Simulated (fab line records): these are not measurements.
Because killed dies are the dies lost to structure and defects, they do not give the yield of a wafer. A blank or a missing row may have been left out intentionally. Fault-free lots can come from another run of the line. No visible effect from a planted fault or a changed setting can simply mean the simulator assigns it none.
fab line records	flow sky130
record: lots: 6	wafers: 18	last-day: 50
route steps=708 shown METAL4@621 PAD_OPEN@708
lots that met no fault: from a run of the same line without faults
start-h: hours from the record's first day to the start of the lot's first wafer shown	wait-h: how many hours have passed since the lot's step before this one	" the same as in the row above	L1.1+2: several wafers, shown together as one row	- either no value or no given start	* or withheld: withheld	< > ~ a bound
route shown NAME@n: NAME is a module with steps in the file, n the number in the route of the first one	usual: mean and standard deviation over wafers with no fault	same: alike in all rows	chamber/n: place in a boat	sites: per-site readings	_std_site: standard deviation across them	_edge_site: mean of outer sites minus mean of inner sites	radius-mm: how far each site lies from the wafer's centre	mask NAME#n: copy n	behind: the most recent tool/chamber to have shaped the wafer	hold: why the lot went on hold/how many hours it stayed there/how the hold came to an end	device: the n, p or np transistor that did not switch	end of line: at the end of the route, the tests of the same wafers	a step without rows: its recipe alone	killed: the dies lost at the first sort to structure and to defects; this is not the yield of the wafer	map: the dies of a wafer, with x for killed, . for not killed, _ for no die there
set.NAME: the setting as run; set.NAME@STEP: as run at that earlier step	model.NAME: the simulator's own value behind a step, which no gauge read
lots at some steps of the route; a table a step, a row a wafer
services: the hour from which a tool's chamber was out of use, counted from the record's first day as start-h (under 0 if before that day), plus the number of hours and why
== steps ==
step: SKY_METAL4_DEHYDRATE_05
recipe: temp-c: 200	time-s: 60
step: SKY_METAL4_HMDS_06
recipe: prime-time-s: 60	prime-temp-c: 120
step: SKY_METAL4_COAT_07
recipe: resist: BARC	temp-c: withheld	time-s: withheld	spin-rpm: 3000	resist-thk-nm: 60
step: SKY_METAL4_COAT_08
recipe: resist: KrF-thick	spin-rpm: 3000	resist-thk-nm: 1140
step: SKY_METAL4_SOFTBAKE_09
recipe: temp-c: 100	time-s: 90	resist: KrF-thick
step: SKY_METAL4_EXPOSE_10
recipe: mask-id: MM4	na: 0.68	source-shape: annular	sigma-inner: 0.4	sigma-outer: 0.8	target-cd-nm: 300	dose-mj: 28
step: SKY_METAL4_PEB_11
recipe: peb-temp-c: withheld	peb-time-s: withheld	resist: KrF-thick
step: SKY_METAL4_DEVELOP_12
recipe: develop-time-s: 60	resist: KrF-thick	dev-temp-c: 21
step: SKY_METAL4_CD_MEAS_13
recipe: target-cd-nm: 300
usual: cd-nm: 299.4/1.3
lot.wafer	tool	chamber	start-h	wait-h	cd-nm
L210.2	cd-sem-01	-	973.12	-	300.1
L210.3	"	-	"	"	298.9
L210.5	"	-	"	"	299.9
L213.1	cd-sem-01	-	1012.43	-	299.1
L213.2	"	-	"	"	297.8
L213.6	"	-	"	"	298.4
L218.1	cd-sem-01	-	1038.91	-	301.5
L218.3	"	-	"	"	299.6
L218.4	"	-	"	"	299.1
L223.1	cd-sem-01	-	1071.41	-	298.3
L223.3	"	-	"	"	298.8
L223.4	"	-	"	"	296.9
L230.1	cd-sem-01	-	1112.51	-	297.4
L230.5	"	-	"	"	298.9
L230.6	"	-	"	"	300.2
L231.1	cd-sem-02	-	1113.88	-	301.1
L231.2	"	-	"	"	301.6
L231.3	"	-	"	"	300.5
step: SKY_METAL4_OVL_MEAS_14
usual: METAL4_OVL: -2/6
lot.wafer	tool	chamber	start-h	wait-h	METAL4_OVL[nm]
L210.2	overlay-02	-	973.23	0.1	1
L210.3	"	-	"	"	4
L210.5	"	-	"	"	3
L213.1	overlay-01	-	1012.55	0.1	4
L213.2	"	-	"	"	-3
L213.6	"	-	"	"	-2
L218.1	overlay-02	-	1039.03	0.1	-11
L218.3	"	-	"	"	-16
L218.4	"	-	"	"	-5
L223.1	overlay-02	-	1071.53	0.1	11
L223.3	"	-	"	"	5
L223.4	"	-	"	"	1
L230.1	overlay-02	-	1112.63	0.1	4
L230.5	"	-	"	"	4
L230.6	"	-	"	"	-2
L231.1	overlay-02	-	1114.00	0.1	-7
L231.2	"	-	"	"	2
L231.3	"	-	"	"	-1
step: SKY_METAL4_DESCUM_15
recipe: chemistry: O2	source-power-w: 150	bias-power-w: 0	pressure-mtorr: 10	temp-c: 40	time-s: 8
usual: drypump-motor-current-A: 5.6/0.34	oes-product-au: 0.996/0.01
lot.wafer	tool	chamber	start-h	wait-h	drypump-motor-current-A	oes-product-au	rf-hours-counter-h
L210.2	rie-metal-04	1	973.26	0.0	5.7	1.006	9
L210.3	"	1	"	"	5.7	1.015	-
L210.5	"	0	"	"	5.7	1.020	-
L213.1	rie-metal-04	0	1012.59	0.0	5.7	1.016	23
L213.2	"	1	"	"	5.7	1.001	12
L213.6	"	1	"	"	5.7	1.000	-
L218.1	rie-metal-04	0	1039.07	0.0	5.7	1.016	24
L218.3	"	1	"	"	5.7	0.995	-
L218.4	"	0	"	"	5.7	1.013	-
L223.1	rie-metal-02	0	1071.57	0.0	5.9	0.976	21
L223.3	"	0	"	"	5.9	0.974	-
L223.4	"	1	"	"	6.0	0.988	-
L230.1	rie-metal-02	1	1112.67	0.0	6.0	0.991	20
L230.5	"	1	"	"	6.0	1.004	-
L230.6	"	0	"	"	5.9	0.993	-
L231.1	rie-metal-02	0	1114.04	0.0	5.9	0.986	24
L231.2	"	1	"	"	6.0	0.996	20
L231.3	"	1	"	"	6.0	0.992	-
step: SKY_METAL4_ETCH_16
recipe: chemistry: N2/H2	target: BARC	ion-energy-ev: 200	bias-w: 100	pressure-mtorr: 30	n2-flow-sccm: 100	h2-flow-sccm: 200	icp-w: 500	stop-on: SiO2	time-s: 88.2	target-depth-a: 600
usual: drypump-motor-current-A: 5.7/0.33	oes-product-au: 0.626/0.005	throttle-valve-pct: 13.205/0.0091
lot.wafer	tool	chamber	start-h	wait-h	drypump-motor-current-A	oes-product-au	rf-hours-counter-h	throttle-valve-pct
L210.2	rie-metal-04	1	973.29	0.0	5.7	0.619	9	13.216
L210.3	"	1	"	"	5.7	0.625	-	13.207
L210.5	"	0	"	"	5.7	0.626	-	13.214
L213.1	rie-metal-04	0	1012.62	0.0	5.7	0.622	23	13.209
L213.2	"	1	"	"	5.7	0.626	12	13.214
L213.6	"	1	"	"	5.7	0.632	-	13.207
L218.1	rie-metal-04	0	1039.10	0.0	5.7	0.625	24	13.198
L218.3	"	1	"	"	5.7	0.617	-	13.188
L218.4	"	0	"	"	5.7	0.629	-	13.202
L223.1	rie-metal-02	0	1071.60	0.0	5.9	0.624	21	13.208
L223.3	"	0	"	"	5.8	0.624	-	13.188
L223.4	"	1	"	"	6.0	0.618	-	13.201
L230.1	rie-metal-02	1	1112.70	0.0	6.0	0.620	20	13.205
L230.5	"	1	"	"	6.0	0.638	-	13.199
L230.6	"	0	"	"	5.9	0.630	-	13.206
L231.1	rie-metal-02	0	1114.07	0.0	5.9	0.623	24	13.199
L231.2	"	1	"	"	6.0	0.628	20	13.207
L231.3	"	1	"	"	6.0	0.627	-	13.200
step: SKY_METAL4_ETCH_17
recipe: target: SiO2	stop-on: TiN	chemistry: C4F8/O2/Ar	source-w: 1500	bias-w: 1200	pressure-mtorr: 40	c4f8-flow-sccm: withheld	O2_flow_sccm: 6	Ar_flow_sccm: 300	time-s: 3.9	target-depth-a: 150
usual: oes-product-au: 0.755/0.007
lot.wafer	tool	chamber	start-h	wait-h	oes-product-au	rf-hours-counter-h	model.etch.depth-nm
L210.2	rie-diel-01	0	973.39	0.1	0.747	17	15.42
L210.3	"	3	"	"	0.749	17	15.31
L210.5	"	0	"	"	0.760	-	15.72
L213.1	rie-diel-01	3	1012.72	0.1	0.748	19	15.41
L213.2	"	2	"	"	0.751	27	15.02
L213.6	"	2	"	"	0.755	-	15.54
L218.1	rie-diel-01	1	1039.20	0.1	0.707	0	13.3
L218.3	"	0	"	"	0.751	19	15.43
L218.4	"	3	"	"	0.753	20	15.42
L223.1	rie-diel-01	2	1071.70	0.1	0.703	29	13.62
L223.3	"	0	"	"	0.743	20	15.33
L223.4	"	1	"	"	0.765	2	15.75
L230.1	rie-diel-04	2	1112.80	0.1	0.753	14	15.47
L230.5	"	2	"	"	0.748	-	15.2
L230.6	"	1	"	"	0.758	-	15.55
L231.1	rie-diel-04	2	1114.17	0.1	0.748	14	15.48
L231.2	"	3	"	"	0.748	14	15.37
L231.3	"	1	"	"	0.752	17	15.67
step: SKY_METAL4_METAL_ETCH_18
recipe: target-depth-a: 8450	stop-on: SiO2	over-etch-frac: 0.3	time-s: 183.1	chemistry: Cl2/BCl3	resist-sidewall-deg: 88	pressure-mtorr: 10	icp-w: 900	bias-w: 48.5	Cl2_flow_sccm: 60	bcl3-flow-sccm: 30
usual: drypump-motor-current-A: 5.5/0.36	oes-product-au: 0.866/0.0057	throttle-valve-pct: 22.264/0.0095
lot.wafer	tool	chamber	start-h	wait-h	drypump-motor-current-A	oes-product-au	rf-hours-counter-h	throttle-valve-pct
L210.2	rie-metal-01	0	973.41	0.0	5.2	0.864	5	22.287
L210.3	"	0	"	"	5.3	0.857	-	22.258
L210.5	"	1	"	"	5.0	0.867	-	22.266
L213.1	rie-metal-01	0	1012.74	0.0	5.3	0.867	7	22.254
L213.2	"	1	"	"	5.0	0.876	18	22.261
L213.6	"	1	"	"	5.0	0.876	-	22.267
L218.1	rie-metal-01	1	1039.22	0.0	5.0	0.870	19	22.249
L218.3	"	0	"	"	5.2	0.875	-	22.249
L218.4	"	1	"	"	5.0	0.861	-	22.268
L223.1	rie-metal-04	1	1071.72	0.0	5.7	0.866	17	22.257
L223.3	"	1	"	"	5.7	0.861	-	22.252
L223.4	"	1	"	"	5.7	0.868	-	22.279
L230.1	rie-metal-01	0	1112.82	0.0	5.3	0.867	14	22.290
L230.5	"	1	"	"	5.0	0.860	-	22.265
L230.6	"	0	"	"	5.2	0.866	-	22.244
L231.1	rie-metal-04	1	1114.19	0.0	5.7	0.877	21	22.274
L231.2	"	0	"	"	5.7	0.857	3	22.256
L231.3	"	1	"	"	5.7	0.867	-	22.270
step: SKY_PAD_OPEN_PROBE_99
usual: defect-limited-yield: 82.8/2.1	killed_at_M0_to_M3: 43/7.7	killed_at_M4_up: 3.1/1.7	killed-at-contacts: 23/4.8	killed-at-front-end: 15/4.5	killed-at-other: 0.3/0.58	killed-dies: 85/10	killed-open: 46/7.5	killed-short: 38/6.5
same: gross-dies: 492	killed-at-back-side: 0
lot.wafer	tool	chamber	start-h	wait-h	defect-limited-yield[%]	killed_at_M0_to_M3	killed_at_M4_up	killed-at-contacts	killed-at-front-end	killed-at-other	killed-dies	killed-open	killed-short	model.etest.tester.sort-n-pass	model.etest.tester.sort-yield-pct	model.etest.tester.sort_bin_3_pct	model.etest.res-iso-pwell.short	model.etest.nfet_16v.short	model.etest.diode-pdiff-nwell.over-limit	model.etest.poly-comb.over-limit	model.etest.licon-ndiff.short
L210.2	prober-02	-	1070.49	0.1	85.4	42	3	14	13	0	72	36	36	420	85.37	0.6098	0	0	0	0	0
L210.3	prober-02	-	1070.54	0.2	85.4	37	4	19	11	1	72	45	27	420	85.37	0.6098	0	0	0	0	0
L210.5	prober-02	-	1070.64	0.2	83.5	44	4	16	17	0	81	37	44	411	83.54	0.6098	0	0	0	0	0
L213.1	prober-01	-	1105.97	0.1	83.7	41	2	29	8	0	80	45	35	412	83.74	0.813	0	0	0	0	0
L213.2	prober-01	-	1106.02	0.1	84.6	40	2	23	11	0	76	42	33	416	84.55	0.4065	0	0	0	0	0
L213.6	prober-01	-	1106.22	0.2	85.0	40	2	24	8	0	74	38	34	418	84.96	0.4065	0	0	0	0	0
L218.1	prober-01	-	1129.18	0.1	80.7	46	2	31	16	0	95	56	39	0	0	81.3	1	1	1	1	1
L218.3	prober-01	-	1129.28	0.2	83.1	50	2	15	16	0	83	45	38	409	83.13	0.6098	0	0	0	0	0
L218.4	prober-01	-	1129.33	0.2	83.3	47	3	21	10	1	82	39	43	410	83.33	0.813	0	0	0	0	0
L223.1	prober-01	-	1157.75	0.1	80.9	54	2	23	15	0	94	47	47	0	0	81.1	1	1	1	1	1
L223.3	prober-01	-	1157.85	0.2	83.3	40	5	21	16	0	82	42	40	410	83.33	0.4065	0	0	0	0	0
L223.4	prober-01	-	1157.90	0.2	82.9	48	4	17	15	0	84	50	34	408	82.93	0.813	0	0	0	0	0
L230.1	prober-02	-	1191.08	0.1	80.5	50	0	22	23	1	96	51	45	396	80.49	1.016	0	0	0	0	0
L230.5	prober-02	-	1191.28	0.2	81.1	54	5	26	8	0	93	46	46	399	81.1	0.813	0	0	0	0	0
L230.6	prober-02	-	1191.33	0.2	82.1	43	5	22	18	0	88	48	40	404	82.11	0.6098	0	0	0	0	0
L231.1	prober-01	-	1191.35	0.1	86.6	31	2	17	16	0	66	30	36	426	86.59	0	0	0	0	0	0
L231.3	prober-01	-	1191.45	0.2	85.0	37	2	19	16	0	74	36	38	418	84.96	0.6098	0	0	0	0	0
killed by level:class
L210.2 VIA2:geometric-particle:open=12 VIA1:geometric-particle:open=8 METAL1:geometric-particle:short=7 METAL2:geometric-particle:short=6 FIELD_ISO:geometric-particle:open=4 VIA1:geometric-particle:short=4 LOCAL_INTERCONNECT:geometric-particle:short=4 CONTACT:geometric-particle:open=4
L210.3 VIA1:geometric-particle:open=13 LOCAL_INTERCONNECT:geometric-particle:short=7 CONTACT:geometric-particle:open=6 VIA2:geometric-particle:open=6 VIA3:geometric-particle:open=6 POLY_GATE:geometric-particle:open=4 LI_CONTACT:geometric-particle:open=4 METAL4:geometric-particle:short=4
L210.5 VIA1:geometric-particle:open=10 METAL1:geometric-particle:short=6 VIA2:geometric-particle:short=5 VIA3:geometric-particle:open=5 FIELD_ISO:geometric-particle:short=4 POLY_GATE:geometric-particle:short=4 POLY_GATE:geometric-particle:open=4 LI_CONTACT:geometric-particle:open=4
L213.1 CONTACT:geometric-particle:open=9 VIA1:geometric-particle:open=8 CONTACT:geometric-particle:short=6 LI_CONTACT:geometric-particle:open=6 VIA3:geometric-particle:open=6 VIA2:geometric-particle:short=6 LOCAL_INTERCONNECT:geometric-particle:short=4 METAL1:geometric-particle:short=4
L213.2 CONTACT:geometric-particle:open=10 METAL2:geometric-particle:short=9 VIA3:geometric-particle:open=6 LI_CONTACT:geometric-particle:open=6 VIA2:geometric-particle:open=6 VIA1:geometric-particle:open=6 VIA1:geometric-particle:short=5 FIELD_ISO:geometric-particle:short=4
L213.6 VIA1:geometric-particle:open=16 LOCAL_INTERCONNECT:geometric-particle:short=7 LI_CONTACT:geometric-particle:open=6 LOCAL_INTERCONNECT:geometric-particle:open=4 METAL1:geometric-particle:short=4 VIA1:geometric-particle:short=4 VIA3:geometric-particle:open=3 LI_CONTACT:geometric-particle:short=3
L218.1 VIA1:geometric-particle:open=12 CONTACT:geometric-particle:open=11 LI_CONTACT:geometric-particle:open=10 VIA2:geometric-particle:open=7 FIELD_ISO:geometric-particle:open=6 METAL1:geometric-particle:short=6 CONTACT:geometric-particle:short=5 VIA1:geometric-particle:short=5
L218.3 VIA2:geometric-particle:open=10 VIA1:geometric-particle:open=9 FIELD_ISO:geometric-particle:open=6 METAL1:geometric-particle:short=6 METAL2:geometric-particle:short=6 LI_CONTACT:geometric-particle:open=5 VIA3:geometric-particle:open=5 LI_CONTACT:geometric-particle:short=4
L218.4 VIA1:geometric-particle:open=11 VIA1:geometric-particle:short=9 LI_CONTACT:geometric-particle:open=7 VIA3:geometric-particle:open=7 CONTACT:geometric-particle:open=5 METAL2:geometric-particle:short=5 VIA3:geometric-particle:short=5 FIELD_ISO:geometric-particle:short=4
L223.1 VIA1:geometric-particle:open=12 METAL1:geometric-particle:short=8 METAL2:geometric-particle:short=8 LI_CONTACT:geometric-particle:open=5 LOCAL_INTERCONNECT:geometric-particle:short=5 CONTACT:geometric-particle:open=5 METAL3:geometric-particle:short=5 VIA3:geometric-particle:open=5
L223.3 VIA1:geometric-particle:open=12 CONTACT:geometric-particle:open=6 METAL2:geometric-particle:short=6 VIA3:geometric-particle:open=6 LI_CONTACT:geometric-particle:open=5 LOCAL_INTERCONNECT:geometric-particle:short=5 FIELD_ISO:geometric-particle:open=4 POLY_GATE:geometric-particle:short=4
L223.4 VIA1:geometric-particle:open=15 CONTACT:geometric-particle:open=8 POLY_GATE:geometric-particle:open=5 LI_CONTACT:geometric-particle:open=5 METAL3:geometric-particle:short=5 METAL1:geometric-particle:short=5 METAL2:geometric-particle:short=5 FIELD_ISO:geometric-particle:open=4
L230.1 VIA3:geometric-particle:open=10 VIA1:geometric-particle:open=10 FIELD_ISO:geometric-particle:short=8 CONTACT:geometric-particle:open=8 POLY_GATE:geometric-particle:short=6 METAL1:geometric-particle:short=5 LI_CONTACT:geometric-particle:short=5 VIA1:geometric-particle:short=5
L230.5 VIA1:geometric-particle:open=15 CONTACT:geometric-particle:open=12 METAL2:geometric-particle:short=8 VIA3:geometric-particle:open=8 LI_CONTACT:geometric-particle:short=7 METAL1:geometric-particle:short=6 CONTACT:geometric-particle:short=5 VIA1:geometric-particle:short=5
L230.6 METAL1:geometric-particle:short=10 CONTACT:geometric-particle:open=9 VIA1:geometric-particle:open=8 LI_CONTACT:geometric-particle:open=7 VIA2:geometric-particle:open=6 FIELD_ISO:geometric-particle:open=5 POLY_GATE:geometric-particle:open=5 POLY_GATE:geometric-particle:short=4
L231.1 VIA1:geometric-particle:open=7 LI_CONTACT:geometric-particle:open=6 METAL2:geometric-particle:short=6 METAL1:geometric-particle:short=5 VIA3:geometric-particle:short=5 CONTACT:geometric-particle:open=5 VIA3:geometric-particle:open=4 FIELD_ISO:geometric-particle:short=3
L231.3 CONTACT:geometric-particle:open=6 METAL2:geometric-particle:short=6 FIELD_ISO:geometric-particle:short=5 LI_CONTACT:geometric-particle:open=5 VIA2:geometric-particle:open=5 VIA3:geometric-particle:open=5 FIELD_ISO:geometric-particle:open=4 CONTACT:geometric-particle:short=4
== services ==
tool	chamber	start-h	hours	kind
rie-diel-04	-	961.83	2.8	pm
rie-diel-04	-	968.13	4.3	pm
rie-metal-01	-	990.47	0.1	repair
rie-diel-01	1	992.92	-	clean
rie-diel-01	1	992.92	33.5	scheduled-down
rie-diel-01	1	992.92	33.5	vent-cycle
rie-metal-04	0	1001.31	3.9	repair
rie-diel-01	0	1047.13	11.6	repair
rie-metal-04	0	1061.22	-	clean
rie-metal-04	0	1061.22	20.0	scheduled-down
rie-metal-04	0	1061.22	20.0	vent-cycle
rie-diel-04	1	1075.58	9.9	repair
rie-metal-02	1	1088.59	1.1	repair
rie-metal-04	1	1107.58	4.5	repair
== key ==
first-sign: step: SKY_METAL4_ETCH_17	reading: oes-product-au	direction: down	sigmas: 7.2	usual: 0.755	struck: 0.705
effect none on later readings
model-effect: step: SKY_METAL4_ETCH_17	value: etch.depth-nm	without: 15.15	struck: 13.46
model-effect: step: SKY_PAD_OPEN_PROBE_99	value: etest.tester.sort-n-pass	without: 397.5	struck: 0
met-at SKY_METAL4_ETCH_17
struck-wafers L218.1,L223.1
onset-between 1012.72 1039.20
fault: kind: process-parameter-drift	tool: rie-diel-01	chamber: -	onset-h: 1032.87	steps: SKY_METAL4_ETCH_17	channel: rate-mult	offset: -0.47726	shape: step	end-h: 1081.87	scope: struck-wafers-only
